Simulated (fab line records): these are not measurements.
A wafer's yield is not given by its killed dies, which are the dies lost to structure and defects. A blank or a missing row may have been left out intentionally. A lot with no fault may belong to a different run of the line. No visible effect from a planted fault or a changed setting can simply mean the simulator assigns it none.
Matching of chambers ; flow sky130 ; SKY_VIA4_CMP_02 on cmp-01: 4 sister chambers
The step polishes SiO2. 30 wafers are shown with their chamber, then 12 later ones without.

== EACH WAFER AND ITS CHAMBER ==
wafer;chamber;motor-current-A (A)
L074.1;2;12.7
L074.3;1;13.0
L074.5;2;13.0
L076.2;3;11.2
L076.3;2;12.7
L076.4;1;12.8
L078.2;0;11.0
L078.3;2;12.7
L078.4;1;13.1
L080.2;2;13.4
L080.3;1;12.8
L080.4;0;10.8
L081.2;2;13.7
L081.3;1;12.8
L081.6;1;13.1
L083.2;1;12.4
L083.3;2;13.0
L083.5;1;13.4
L085.1;3;10.8
L085.4;0;10.8
L085.6;1;12.8
L088.2;1;12.6
L088.4;2;13.1
L088.6;3;10.1
L090.1;1;12.5
L090.3;3;10.8
L090.5;2;13.5
L089.2;1;12.5
L089.5;0;11.3
L089.6;3;11.3

SIGNATURES (averages over the wafers above)
reading;chamber 0;chamber 1;chamber 2;chamber 3;scatter within a chamber
motor-current-A;10.975;12.817;13.089;10.840;0.347
Rule: distance of a wafer from a chamber = root of the sum over the readings of ((wafer's reading minus chamber's mean) / reading's scatter) squared. If the next closest chamber is less than 2 further off than the closest, the wafer can't be placed; otherwise it belongs to the closest. The scatter is the square root of a quotient: the sum, over the shown wafers, of each reading's squared deviation from its chamber's mean, divided by wafers minus chambers.

== WAFERS WITH NO CHAMBER GIVEN ==
wafer;motor-current-A (A)
L091.1;10.3
L091.3;13.1
L091.4;12.7
L095.1;11.1
L095.2;12.8
L095.4;11.2
L096.1;10.6
L096.2;13.2
L096.3;13.2
L097.1;11.3
L097.2;12.8
L097.5;11.1

== WHICH CHAMBER EACH WENT THROUGH ==
wafer;from the rows above;in truth
L091.1;can't be placed: 3 or 0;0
L091.3;can't be placed: 2 or 1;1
L091.4;can't be placed: 1 or 2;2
L095.1;can't be placed: 0 or 3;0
L095.2;can't be placed: 1 or 2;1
L095.4;can't be placed: 0 or 3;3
L096.1;can't be placed: 3 or 0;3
L096.2;can't be placed: 2 or 1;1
L096.3;can't be placed: 2 or 1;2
L097.1;can't be placed: 0 or 3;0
L097.2;can't be placed: 1 or 2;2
L097.5;can't be placed: 0 or 3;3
Correctly placed: 0 of 12. From these rows, 12 cannot be placed; in 12 the true chamber is one of the candidates. 0 placed wrongly.
